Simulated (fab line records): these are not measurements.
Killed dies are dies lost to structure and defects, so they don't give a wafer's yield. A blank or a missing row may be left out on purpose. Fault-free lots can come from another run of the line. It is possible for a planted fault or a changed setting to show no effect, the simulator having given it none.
Comparing a struck lot with a sound one ; flow sky130 ; 43 out of 708 route steps
Sound: these wafers, L425.2, L425.3, L425.5. Struck: wafer L439.3 (left out: L439.1, L439.4 of the same lot, which were not struck); the cause appears at the end.
Order at every step that has rows: each side's tool, ch and its chambers, its first start. Under that, the readings that differ: sound wafers ; struck wafers ; difference of the means ; sigmas: that difference in standard deviations of wafers without a fault.
alike: same words and numbers on both sides, and readings whose means sit less than 2 such deviations apart. not compared: any withheld reading, any reading some wafer has no value for, any bound like >300 that may hide the same value, and any number with overlapping values for which the record gives no deviation.
The two part at a step that has a row with sigmas, a row that says differs or no value, or rows on one side only. Numbers that have no deviation but don't overlap get no sigmas and don't part them. A reading missing from all wafers of one side parts the sides only when that side holds two or more wafers.

first, 1 step without rows for these wafers: SKY_VIA2_ETCH_14 (etches BARC in N2/H2, stops on SiO2, time 45.9 s, target depth 60 nm).
SKY_VIA2_ETCH_15: etches SiO2 in C4F8/O2/Ar, stops on TiN, target depth 546 nm, time 84 s.
  sound on rieDiel-03 ch 1,3, day 36 08:20; struck on rieDiel-01 ch 2, day 40 14:23
  alike: oesProductAu
  not compared: rfHoursCounterH
SKY_VIA2_STRIP_16: strips in O2/N2.
  sound on plasmaAsher-02 ch 0,1, day 36 08:25; struck on plasmaAsher-02 ch 0, day 40 14:28
  alike: drypumpMotorCurrentA, oesProductAu, stripTimeToEndpointS
  not compared: rfHoursCounterH
then, 4 steps without rows for these wafers: SKY_VIA2_STRIP_17 (strips in post etch residue remover, time 1200 s); SKY_VIA2_CLEAN_18 (cleans in IPA, time 180 s); SKY_VIA2_CLEAN_19 (cleans in O3/DIW); SKY_VIA2_SPUTTER_20 (material TiN, target thk 20 nm, time 80 s).
SKY_VIA2_CVD_21: deposits W, target thk 420 nm, time 126.4 s.
  sound on cvdW-01 ch 0,1, day 36 09:04; struck on cvdW-01 ch 0, day 40 15:33
  alike: heaterPowerW
SKY_VIA2_RS_MEAS_22: measurement is done with a four-point probe.
  struck on filmMetro-01, day 40 15:41; sound on filmMetro-03, day 36 09:13
  alike: VIA2_W_RS
SKY_VIA2_THK_MEAS_23: measures by xrf.
  struck on filmMetro-01, day 40 15:48; sound on filmMetro-03, day 36 09:19
  alike: VIA2_W_THK
then, 2 steps without rows for these wafers: SKY_VIA2_CMP_24 (polishes, stops on SiO2, t overpolish 20 s, target thk 0 nm); SKY_METAL3_SPUTTER_00 (material Ti, target thk 15 nm, time 10 s).
SKY_METAL3_SPUTTER_01: material TiN, target thk 20 nm, time 16.7 s.
  struck on pvdSputter-01, day 40 16:11; sound on pvdSputter-01, day 36 09:42
  alike: throttleValvePct
then, 2 steps without rows for these wafers: SKY_METAL3_SPUTTER_02 (material AlCu, target thk 735 nm, time 39.1 s); SKY_METAL3_SPUTTER_03 (material Ti, target thk 5 nm, time 3.3 s).
SKY_METAL3_SPUTTER_04: material TiN, target thk 70 nm, time 58.3 s.
  struck on pvdSputter-01, day 40 16:16; sound on pvdSputter-01, day 36 09:47
  alike: throttleValvePct
then, 1 step without rows for these wafers: SKY_CAPM_CVD_00 (deposits SiO2, target thk 15.5 nm).
SKY_CAPM_THK_MEAS_01:
  struck on filmMetro-04, day 40 16:20; sound on filmMetro-01, day 36 09:52
  alike: CAPM_CVD_00_THK
then, 1 step without rows for these wafers: SKY_CAPM_SPUTTER_02 (material TiN, target thk 200 nm, time 166.7 s).
SKY_CAPM_RS_MEAS_03: measurement is done with a four-point probe.
  struck on filmMetro-01, day 40 16:30; sound on filmMetro-04, day 36 10:02
  alike: CAPM_TIN_RS
SKY_CAPM_THK_MEAS_04: measures by xrf.
  struck on filmMetro-01, day 40 16:37; sound on filmMetro-04, day 36 10:09
  alike: CAPM_TIN_THK
then, 7 steps without rows for these wafers: SKY_CAPM_DEHYDRATE_05 (time 60 s); SKY_CAPM_HMDS_06 (prime time 60 s); SKY_CAPM_COAT_07 (resist thk 1140 nm); SKY_CAPM_SOFTBAKE_08 (time 60 s); SKY_CAPM_EXPOSE_09 (exposes mask CAPM, target cd 1000 nm); SKY_CAPM_PEB_10; SKY_CAPM_DEVELOP_11 (develop time 60 s).
SKY_CAPM_OVL_MEAS_12:
  struck on overlay-02, day 41 17:00; sound on overlay-02, day 37 12:53
  alike: CAPM_OVL
then, 1 step without rows for these wafers: SKY_CAPM_METAL_ETCH_13 (etches TiN in Cl2/BCl3, stops on SiO2, target depth 220 nm, time 62.9 s).
SKY_CAPM_STRIP_14: strips in O2/N2.
  sound on plasmaAsher-02 ch 1, day 37 13:00; struck on plasmaAsher-01 ch 0, day 41 17:07
reading;sound;struck;difference;sigmas
drypumpMotorCurrentA (A);5.1 5.1 5.1;5.9;+0.8;+2
oesProductAu (a.u.);0.708 0.702 0.698;0.718;+0.015;+3
  alike: stripTimeToEndpointS
  not compared: rfHoursCounterH
then, 11 steps without rows for these wafers: SKY_CAPM_STRIP_15 (strips in post etch residue remover, time 1200 s); SKY_CAPM_CLEAN_16 (cleans in IPA, time 180 s); SKY_CAPM_CLEAN_17 (cleans in O3/DIW); SKY_METAL3_DEHYDRATE_05 (time 60 s); SKY_METAL3_HMDS_06 (prime time 60 s); SKY_METAL3_COAT_07 (resist thk 60 nm); SKY_METAL3_COAT_08 (resist thk 1140 nm); SKY_METAL3_SOFTBAKE_09 (time 90 s); SKY_METAL3_EXPOSE_10 (exposes mask MM3, target cd 300 nm); SKY_METAL3_PEB_11; SKY_METAL3_DEVELOP_12 (develop time 60 s).
-- the record jumps here: 8 days lie between the struck wafers' starts before and after (it left off in module METAL3 and takes up again in module PAD_OPEN, whose first step shown is number 708 of the route) --
SKY_PAD_OPEN_PROBE_99:
  struck on prober-01, day 49 05:07; sound on prober-01, day 45 21:52
reading;sound;struck;difference;sigmas
defectLimitedYield (%);85.8 81.7 84.8;72.6;-11.5;-6
killed_at_M0_to_M3;43 45 47;103;+58;+8
killedDies;70 90 75;135;+57;+6
sort_bin_3_pad_short (%);0.6 0.6 0.2;4.5;+4.0;+10
sort_bin_5_function (%);9.3 12.2 10.4;15.2;+4.6;+3
sort_bin_6_memory (%);4.3 5.5 4.7;7.7;+2.9;+3
sortNPass;422 402 417;357;-57;-6
sortYieldPct (%);85.8 81.7 84.8;72.6;-11.5;-6
model.etest.tester.sortNPass;422 402 417;357;-57;
model.etest.tester.sortYieldPct (%);85.77 81.71 84.76;72.56;-11.52;
model.etest.tester.sort_bin_5_pct (%);9.35 12.2 10.37;15.24;+4.60;
model.etest.tester.sort_bin_3_pct (%);0.6098 0.6098 0.2033;4.472;+3.998;
  alike: killed_at_M4_up, killedAtContacts, killedAtFrontEnd, killedAtOther, killedOpen, killedShort

== WHERE THEY PART ==
Last at SKY_PAD_OPEN_PROBE_99 as far as this record goes, first at SKY_CAPM_STRIP_14.

WHY: whatever the simulator had introduced
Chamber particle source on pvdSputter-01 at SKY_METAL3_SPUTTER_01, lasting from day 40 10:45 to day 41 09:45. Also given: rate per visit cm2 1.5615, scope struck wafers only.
